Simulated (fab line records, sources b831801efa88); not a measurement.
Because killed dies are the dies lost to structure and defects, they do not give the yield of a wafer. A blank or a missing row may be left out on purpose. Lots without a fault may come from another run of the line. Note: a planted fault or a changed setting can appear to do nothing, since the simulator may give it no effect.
fab line records    flow sky130
[record] lots = 14  wafers = 42  lastDay = 50
route steps=708 shown METAL5@662 PASSIVATION@684 PAD_OPEN@695
lots untouched by any fault: they come from a run of this same line in which no faults occurred
startH: hours from the record's first day to the start of the lot's first wafer shown    waitH: hours from the lot's prior step to this one    " identical to the entry in the row above    L1.1+2: a row that stands for several wafers    - no value present, or no start provided    * or withheld: withheld    < > ~ a bound
route shown NAME@n: names a module that has steps shown in the file, with the first one's number in the route    usual: mean/standard deviation taken from wafers without a fault    same: alike in all rows    chamber/n: place in a boat    sites: per-site readings    _std_site: their standard deviation    _edge_site: inner sites' mean taken away from outer sites' mean    radiusMm: how far each site lies from the wafer's centre    mask NAME#n: copy n    behind: the last tool/chamber to shape the wafer    hold: cause of the lot's hold/its duration in hours/its outcome    device: names the non-switching transistor (n, p or np)    end of line: the tests these same wafers got at the end of their route    step lacking rows: just its recipe    killed: count of dies lost to structure and defects at first sort (not the wafer's yield)    map: dies across one wafer; x = killed, . = not, _ = none there
set.NAME: the setting as run; set.NAME@STEP: as run at that earlier step    model.NAME: the simulator's own value behind a step, which no gauge read
one table for each step of the route and one row for each wafer, over a sample of lots
services: the hour from which a tool's chamber was out of use, counted from the record's first day as startH (under 0 if before that day), plus the number of hours and why
[[steps]]
[step SKY_METAL5_SPUTTER_01]
[recipe] material = TiN  targetThkNm = 20  powerW = 6500  timeS = 16.7  chamberPressurePa = 0.4
[usual] throttleValvePct = 30.4/0.78
lot.wafer  tool           chamber  startH   waitH  throttleValvePct
L503.1     pvdSputter-04  -        1005.34  0.0    29.5
L503.3     "              -        "        "      31.2
L503.4     "              -        "        "      29.5
L504.1     pvdSputter-03  -        1005.69  0.0    30.6
L504.4     "              -        "        "      29.9
L504.6     "              -        "        "      30.6
L505.1     pvdSputter-01  -        1008.96  0.0    31.7
L505.3     "              -        "        "      30.3
L505.6     "              -        "        "      31.7
L506.1     pvdSputter-04  -        1029.26  0.0    30.5
L506.5     "              -        "        "      29.6
L506.6     "              -        "        "      31.3
L508.2     pvdSputter-04  -        1039.06  0.0    30.4
L508.3     "              -        "        "      30.1
L508.5     "              -        "        "      31.0
L512.3     pvdSputter-01  -        1070.97  0.0    28.4
L512.4     "              -        "        "      31.2
L512.5     "              -        "        "      31.0
L513.1     pvdSputter-01  -        1072.27  0.0    31.1
L513.4     "              -        "        "      31.8
L513.5     "              -        "        "      30.4
L516.2     pvdSputter-01  -        1097.63  0.0    31.5
L516.4     "              -        "        "      31.7
L516.6     "              -        "        "      28.7
L517.3     pvdSputter-03  -        1098.12  0.0    29.9
L517.4     "              -        "        "      29.7
L517.6     "              -        "        "      29.6
L518.1     pvdSputter-01  -        1109.06  0.0    30.9
L518.3     "              -        "        "      28.4
L518.5     "              -        "        "      31.1
L519.3     pvdSputter-01  -        1113.57  0.0    31.7
L519.5     "              -        "        "      30.9
L519.6     "              -        "        "      31.5
L521.2     pvdSputter-03  -        1119.62  0.0    30.8
L521.3     "              -        "        "      30.9
L521.6     "              -        "        "      30.8
L524.2     pvdSputter-01  -        1127.71  0.0    30.7
L524.4     "              -        "        "      31.6
L524.5     "              -        "        "      28.4
L523.1     pvdSputter-03  -        1132.91  0.0    29.9
L523.3     "              -        "        "      30.6
L523.4     "              -        "        "      29.7
[step SKY_METAL5_SPUTTER_02]
[recipe] material = AlCu  targetThkNm = 1150  powerW = 10600  timeS = 61.2  chamberPressurePa = 0.4
[usual] throttleValvePct = 30.4/0.77
lot.wafer  tool           chamber  startH   waitH  throttleValvePct
L503.1     pvdSputter-04  -        1005.37  0.0    30.0
L503.3     "              -        "        "      31.2
L503.4     "              -        "        "      29.7
L504.1     pvdSputter-03  -        1005.72  0.0    30.6
L504.4     "              -        "        "      29.6
L504.6     "              -        "        "      30.6
L505.1     pvdSputter-01  -        1008.98  0.0    31.8
L505.3     "              -        "        "      30.5
L505.6     "              -        "        "      31.6
L506.1     pvdSputter-04  -        1029.29  0.0    30.5
L506.5     "              -        "        "      29.7
L506.6     "              -        "        "      31.0
L508.2     pvdSputter-04  -        1039.09  0.0    30.3
L508.3     "              -        "        "      29.8
L508.5     "              -        "        "      31.3
L512.3     pvdSputter-01  -        1071.00  0.0    28.9
L512.4     "              -        "        "      31.0
L512.5     "              -        "        "      30.9
L513.1     pvdSputter-01  -        1072.29  0.0    31.0
L513.4     "              -        "        "      31.3
L513.5     "              -        "        "      30.4
L516.2     pvdSputter-01  -        1097.66  0.0    31.5
L516.4     "              -        "        "      31.6
L516.6     "              -        "        "      28.6
L517.3     pvdSputter-03  -        1098.14  0.0    29.8
L517.4     "              -        "        "      29.6
L517.6     "              -        "        "      29.9
L518.1     pvdSputter-01  -        1109.09  0.0    31.2
L518.3     "              -        "        "      28.4
L518.5     "              -        "        "      31.1
L519.3     pvdSputter-01  -        1113.59  0.0    31.4
L519.5     "              -        "        "      30.9
L519.6     "              -        "        "      31.8
L521.2     pvdSputter-03  -        1119.65  0.0    30.6
L521.3     "              -        "        "      30.6
L521.6     "              -        "        "      30.4
L524.2     pvdSputter-01  -        1127.74  0.0    31.1
L524.4     "              -        "        "      31.6
L524.5     "              -        "        "      28.5
L523.1     pvdSputter-03  -        1132.94  0.0    29.7
L523.3     "              -        "        "      30.7
L523.4     "              -        "        "      29.7
[step SKY_PASSIVATION_THK_MEAS_03]
[recipe] reads = Si3N4_of_PASSIVATION_CVD_02
[usual] PASSIVATION_CVD_02_THK = 540/6.4
lot.wafer  tool          chamber  startH   waitH  PASSIVATION_CVD_02_THK[nm]
L503.1     filmMetro-01  -        1030.09  -      544
L503.3     "             -        "        "      543
L503.4     "             -        "        "      550
L504.1     filmMetro-04  -        1030.23  -      534
L504.4     "             -        "        "      532
L504.6     "             -        "        "      544
L505.1     filmMetro-04  -        1033.12  -      540
L505.3     "             -        "        "      541
L505.6     "             -        "        "      551
L506.1     filmMetro-04  -        1052.32  -      538
L506.5     "             -        "        "      545
L506.6     "             -        "        "      554
L508.2     filmMetro-02  -        1061.97  -      538
L508.3     "             -        "        "      533
L508.5     "             -        "        "      531
L512.3     filmMetro-02  -        1091.85  -      530
L512.4     "             -        "        "      541
L512.5     "             -        "        "      543
L513.1     filmMetro-04  -        1093.09  -      539
L513.4     "             -        "        "      554
L513.5     "             -        "        "      548
L516.2     filmMetro-01  -        1118.66  -      544
L516.4     "             -        "        "      552
L516.6     "             -        "        "      546
L517.3     filmMetro-02  -        1118.89  -      542
L517.4     "             -        "        "      552
L517.6     "             -        "        "      547
L518.1     filmMetro-01  -        1130.35  -      543
L518.3     "             -        "        "      537
L518.5     "             -        "        "      556
L519.3     filmMetro-01  -        1134.74  -      543
L519.5     "             -        "        "      545
L519.6     "             -        "        "      543
L521.2     filmMetro-01  -        1140.47  -      537
L521.3     "             -        "        "      540
L521.6     "             -        "        "      541
L524.2     filmMetro-04  -        1147.44  -      537
L524.4     "             -        "        "      544
L524.5     "             -        "        "      546
L523.1     filmMetro-01  -        1152.60  -      536
L523.3     "             -        "        "      539
L523.4     "             -        "        "      547
[step SKY_PAD_OPEN_HMDS_01]
[recipe] primeTimeS = 60  primeTempC = 120
[usual] primeTempC = 119.98/0.13
lot.wafer  tool           chamber  startH   waitH  primeTempC
L503.1     lithoTrack-01  0        1061.25  0.1    120.02
L503.3     "              0        "        "      120.02
L503.4     "              0        "        "      119.68
L504.1     lithoTrack-03  0        1062.25  0.1    119.97
L504.4     "              0        "        "      120.36
L504.6     "              0        "        "      119.91
L505.1     lithoTrack-03  0        1065.90  0.1    119.97
L505.3     "              0        "        "      120.14
L505.6     "              0        "        "      119.75
L506.1     lithoTrack-03  0        1082.75  0.1    120.04
L506.5     "              0        "        "      120.03
L506.6     "              0        "        "      119.83
L508.2     lithoTrack-03  0        1092.58  0.1    119.91
L508.3     "              0        "        "      119.70
L508.5     "              0        "        "      119.97
L512.3     lithoTrack-03  0        1121.65  0.1    119.99
L512.4     "              0        "        "      119.98
L512.5     "              0        "        "      119.98
L513.1     lithoTrack-02  0        1122.52  0.1    119.88
L513.4     "              0        "        "      119.92
L513.5     "              0        "        "      119.58
L516.2     lithoTrack-03  0        1145.73  0.1    119.21
L516.4     "              0        "        "      119.00
L516.6     "              0        "        "      119.40
L517.3     lithoTrack-03  0        1146.40  0.1    119.35
L517.4     "              0        "        "      119.32
L517.6     "              0        "        "      119.45
L518.1     lithoTrack-02  0        1156.87  0.1    119.92
L518.3     "              0        "        "      120.09
L518.5     "              0        "        "      119.85
L519.3     lithoTrack-02  0        1161.07  0.1    119.98
L519.5     "              0        "        "      119.92
L519.6     "              0        "        "      119.85
L521.2     lithoTrack-01  0        1166.42  0.1    119.91
L521.3     "              0        "        "      119.88
L521.6     "              0        "        "      119.92
L524.2     lithoTrack-01  0        1173.82  0.1    119.82
L524.4     "              0        "        "      119.80
L524.5     "              0        "        "      119.79
L523.1     lithoTrack-01  0        1178.15  0.1    120.17
L523.3     "              0        "        "      120.03
L523.4     "              0        "        "      120.06
[[services]]
tool           chamber  startH   hours  kind
pvdSputter-03  -        1007.04  9.2    repair
pvdSputter-03  -        1015.63  1.5    repair
pvdSputter-01  -        1023.38  7.0    repair
pvdSputter-01  -        1030.49  4.5    repair
pvdSputter-03  -        1065.68  2.2    repair
pvdSputter-03  -        1078.53  2.4    repair
pvdSputter-03  -        1094.08  0.5    repair
pvdSputter-04  -        1130.45  3.0    repair
pvdSputter-01  -        1143.25  0.6    repair
pvdSputter-03  -        1170.06  2.9    repair
[[key]]
[firstSign] step = SKY_PAD_OPEN_HMDS_01  reading = primeTempC  direction = down  sigmas = 5.5  usual = *  struck = *
effect none on later readings
metAt SKY_PAD_OPEN_HMDS_01
struckLots L516,L517
sortLeftOut L517.3,L517.4,L517.6
notActingAt SKY_METAL5_SPUTTER_01,SKY_METAL5_SPUTTER_02,SKY_PASSIVATION_THK_MEAS_03
onsetBetween 1121.65 1145.73
[fault] kind = processParameterDrift  tool = lithoTrack-03  chamber = -  onsetH = 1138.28  steps = SKY_PAD_OPEN_HMDS_01  channel = primeTempC  offset = *  shape = step  endH = 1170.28  actsIn = *  stated = *
// sortLeftOut: the simulated sort isn't trusted on such a fault, so these wafers' sort isn't shown, and their yield isn't known
